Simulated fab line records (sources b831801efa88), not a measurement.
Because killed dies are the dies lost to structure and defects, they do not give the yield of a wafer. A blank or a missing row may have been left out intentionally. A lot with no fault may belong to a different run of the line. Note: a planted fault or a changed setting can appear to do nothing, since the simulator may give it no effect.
Problem report, 8D (eight disciplines) form, completed by code -- flow sfq line -- the parts of the form that need people (team, actions taken, sign-off) are left out

== 1. PROBLEM STATEMENT ==
oes product au at SFQ_TRILAYER_L0_BARC_OPEN_METAL_ETCH_010 reads a mean of 0.766 a.u. on 3 wafers of 3 lots; wafers without a fault read 0.685 a.u. with a standard deviation of 0.0041. That is +20 standard deviations from the usual mean.
The step: etches BARC in O2, target depth 125 nm, time 41.7 s.
Earliest sighting: wafer L453.6 on rie metal-04 at day 6 20:04. The record holds 41 wafers of 14 lots with a number at this step. Rule for "out", or "out of limits": more than 4 standard deviations from the usual mean. The rest of the wafers with a number are treated as sound.

== 2. WHAT IT IS, AND WHAT IT ISN'T ==
question,is,is not
which readings at this step,"oes product au, run length s",drypump motor current A
which lots,"L453, L454, L457","L442, L443, L444, L445, L446, L447, L448, L449, L450, L451, L452"
which wafers of those lots,"L453.6, L454.1, L457.6","L453.2, L454.3, L454.4, L457.3, L457.5"
read on which tools,rie metal-04,"rie metal-02, rie metal-03"
when,from day 6 20:04,"up to then (34 sound wafers); but 4 sound wafers of L454, L457 came after"

== 3. SUSPECTS, AND WHAT RULES EACH OUT ==
Counting: any tool at a process step up to the reading remains a suspect provided it ran every lot that is out. Sound lots after the first of them don't rule it out here, since some wafers of a struck lot are sound.
- rie metal-04 at SFQ_TRILAYER_L0_BARC_OPEN_METAL_ETCH_010 (etches BARC in O2, target depth 125 nm, time 41.7 s): kept. It ran every lot that is out, first L453 (day 6 20:04); its last sound lot up to then is L452 (day 6 16:29). On those wafers its own readings are out: oes product au, run length s.
After counting, what remains is rie metal-04 at SFQ_TRILAYER_L0_BARC_OPEN_METAL_ETCH_010.

== 4. THE CAUSE (what the simulator had put in) ==
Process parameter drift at SFQ_TRILAYER_L0_BARC_OPEN_METAL_ETCH_010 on rie metal-04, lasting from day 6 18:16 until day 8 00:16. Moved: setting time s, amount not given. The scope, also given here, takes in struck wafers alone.
This tool alone remained once counting was done.

== 5. THE EFFECT CHAIN, in route order ==
Rows list readings where the struck wafers' mean (over those with a number) sits beyond 3 standard deviations from the usual. Only readings for which the record gives a usual standard deviation are gone through. hours: the time from each lot's start at the first step in this table that gives one to its start at this step, as a median over the lots. sigmas: the change in usual standard deviations.
hours,step,reading,usual,on struck wafers,change,sigmas
0,SFQ_TRILAYER_L0_BARC_OPEN_METAL_ETCH_010,oes product au,0.685 a.u.,0.766,+0.081,+20
0,SFQ_TRILAYER_L0_BARC_OPEN_METAL_ETCH_010,run length s,69.78 s,64.07,-5.71,-19
Here are the process steps it includes:
- SFQ_TRILAYER_L0_BARC_OPEN_METAL_ETCH_010: etches BARC in O2, target depth 125 nm, time 41.7 s.
Readings that are blank on the struck wafers while sound wafers have them: rf fwd power W at SFQ_TRILAYER_L0_BARC_OPEN_METAL_ETCH_010.
At these later measuring or inspecting steps, every struck wafer for which the step has a row has a number for every such reading, and none has moved that far: SFQ_M8_BOW_MEAS_951.

== 6. WHAT WOULD HAVE CAUGHT IT SOONER ==
First out-of-limits reading in this record: day 6 20:04, which is 2 hours after fault onset at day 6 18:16.
